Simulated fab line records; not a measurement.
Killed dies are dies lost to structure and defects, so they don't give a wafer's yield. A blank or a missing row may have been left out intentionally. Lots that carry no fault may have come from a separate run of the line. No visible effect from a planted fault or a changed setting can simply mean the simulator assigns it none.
Which of the tools did it? ; flow sfq-line ; 7 lots, 21 wafers sampled, at 2 steps of a route of 325

WHAT EACH GAUGE READ, for each wafer
SFQ_M1_RS_MEAS_909: uses a four-point probe to measure.
lot;measured;on;M1_NB_RS (ohm/sq)
L304;day 16 21:35;film-metro-03;0.884 0.889 0.888
L307;day 18 20:32;film-metro-03;0.894 0.885 0.888
L309;day 19 13:16;film-metro-02;0.891 0.890 0.883
L312;day 20 23:58;film-metro-04;0.868 0.879 0.875
L315;day 22 08:47;film-metro-02;0.893 0.898 0.879
L321;day 22 15:59;film-metro-04;0.888 0.880 0.891
L325;day 22 20:47;film-metro-04;0.906 0.908 0.896

TOOL THAT RAN EACH LOT (tool first, then ch and the chambers of the sampled wafers, then the start)
lot;SFQ_TRILAYER_L0_STRIP_STRIP_009
L304;rie-metal-04 ch 0,1, day 4 17:17
L307;rie-metal-02 ch 0,1, day 5 18:02
L309;rie-metal-04 ch 0,1, day 6 03:31
L312;rie-metal-02 ch 0,1, day 6 15:38
L315;rie-metal-02 ch 0,1, day 7 07:02
L321;rie-metal-03 ch 0,1, day 8 18:14
L325;rie-metal-03 ch 0,1, day 9 13:26
- SFQ_TRILAYER_L0_STRIP_STRIP_009: strips in O2.

THE ANSWER, worked out from the rows above alone
Rule: what is usual is taken from the lots themselves. Put in order of their means at a reading, lots are off if they are a third of the lots or fewer, leave a main group of 4 or more, and stand apart from it by a gap of 3 or more times the standard deviation of the main group's means; of several such gaps the widest counts. Not used: any main group whose means are identical at the precision the tables above print for the reading. Also off: a lot with no number at a reading for which 4 or more lots have one. The other lots that the step has rows for count as sound.
Across all readings shown, no lot is off: no conclusion can be drawn from this.

WHAT WAS PUT IN BY THE SIMULATOR
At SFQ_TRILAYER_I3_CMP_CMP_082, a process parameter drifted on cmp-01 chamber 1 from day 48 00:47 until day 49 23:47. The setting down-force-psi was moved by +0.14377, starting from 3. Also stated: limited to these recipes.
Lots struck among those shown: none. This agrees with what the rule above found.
